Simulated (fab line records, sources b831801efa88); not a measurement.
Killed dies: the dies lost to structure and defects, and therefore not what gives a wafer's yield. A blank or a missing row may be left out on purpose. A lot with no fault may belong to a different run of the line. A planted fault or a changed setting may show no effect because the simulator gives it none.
Struck lot and sound lot, side by side    flow sfq_line    14 steps out of a route of 325
Sound: wafers L528.1, L528.2, L528.6. Wafers struck: L526.3, L526.4, L526.5. At the end, the cause is stated.
Each step with rows lists, per side, the tool, then ch with its chambers, then its first start. Under that, the readings that differ: sound wafers    struck wafers    difference of the means    sigmas: that difference in standard deviations of wafers without a fault.
alike: readings whose means differ by less than 2 such deviations, and words and numbers that are the same on both sides. not compared: withheld readings, readings that some wafer has no value for, bounds like >300 that may hide the same value, and numbers for which the record gives no deviation and whose values overlap.
A row with sigmas, a row that says differs or no value, or rows on one side alone: a step with any of these is where the two part. Numbers that have no deviation but don't overlap get no sigmas and don't part them. A reading that every wafer of one side lacks parts them only if that side has two wafers or more.

SFQ_M1_OVL_MEAS_911:
  struck on overlay-02, day 25 18:31; sound on overlay-02, day 26 01:42
reading      sound   struck     difference  sigmas
M1_OVL (nm)  2 15 7  -4 -11 -4  -14         -2
SFQ_TRILAYER_M1_BARC_OPEN_METAL_ETCH_054: etches BARC in O2, target depth 125 nm, time 41.7 s.
  sound on rie_metal-03 ch 0,1, day 26 01:44; struck on rie_metal-04 ch 1, day 25 18:35
  alike: drypump_motor_current_A, oes_product_au, rf_fwd_power_W
  not compared: rf_hours_counter_h
SFQ_TRILAYER_M1_ETCH_METAL_ETCH_042: etches Nb in Cl2/Ar, stops on SiO2, target depth 240 nm, time 120 s.
  sound on rie_metal-03 ch 0,1, day 26 01:48; struck on rie_metal-04 ch 1, day 25 18:44
  alike: drypump_motor_current_A, oes_product_au, rf_fwd_power_W
  not compared: rf_hours_counter_h
SFQ_TRILAYER_M1_STRIP_STRIP_043: strips in O2.
  sound on rie_metal-03 ch 0,1, day 26 01:56; struck on rie_metal-04 ch 1, day 25 19:19
  alike: drypump_motor_current_A, oes_product_au
  not compared: rf_hours_counter_h
then, 1 step without rows for these wafers: SFQ_TRILAYER_M1_STRIP_SOLV_CLEAN_044 (cleans in NMP, time 600 s).
SFQ_TRILAYER_I1_DEP_PECVD_045: deposits SiO2 from SiH4/N2O, time 111.11 s, target thk 500 nm.
  sound on pecvd-02 ch 0,1,2, day 26 02:42; struck on pecvd-03 ch 0,1,2, day 25 20:17
  alike: heater_power_w, rf_fwd_power_W, throttle_valve_pct
SFQ_TRILAYER_I1_CMP_CMP_046: polishes SiO2.
  sound on cmp-02 ch 0,1,3, day 26 16:06; struck on cmp-02 ch 1,2, day 26 09:06
  alike: motor_current_A, slurry_filter_dp_kPa, time_to_endpoint_s
SFQ_I1_BOW_MEAS_912:
  struck on film_metro-02, day 26 12:08; sound on film_metro-01, day 26 18:06
  alike: I1_BOW
then, 4 steps without rows for these wafers: SFQ_TRILAYER_I1_METRO_MEASURE_047; SFQ_TRILAYER_I1_VIA_LITHO_COAT_054 (resist thk 62 nm); SFQ_TRILAYER_I1_VIA_LITHO_COAT_049 (resist thk 650 nm); SFQ_TRILAYER_I1_VIA_LITHO_SOFTBAKE_053.
SFQ_TRILAYER_I1_VIA_LITHO_EXPOSE_050: exposes mask I1, target cd 500 nm.
  struck on krf_scanner-02, day 26 15:05; sound on krf_scanner-02 ch 0, day 26 20:44
  no value came back on the struck wafers for exposure_dose_mJ_cm2, focus_offset_nm (nm), na; on the sound wafers exposure_dose_mJ_cm2 reads 21.281 21.290 21.301
  alike: mask
then, 1 step without rows for these wafers: SFQ_TRILAYER_I1_VIA_LITHO_PEB_052 (peb time 60 s).

## WHERE THEY PART
Earliest at SFQ_M1_OVL_MEAS_911; latest, in this record, at SFQ_TRILAYER_I1_VIA_LITHO_EXPOSE_050.

WHY: whatever the simulator had introduced
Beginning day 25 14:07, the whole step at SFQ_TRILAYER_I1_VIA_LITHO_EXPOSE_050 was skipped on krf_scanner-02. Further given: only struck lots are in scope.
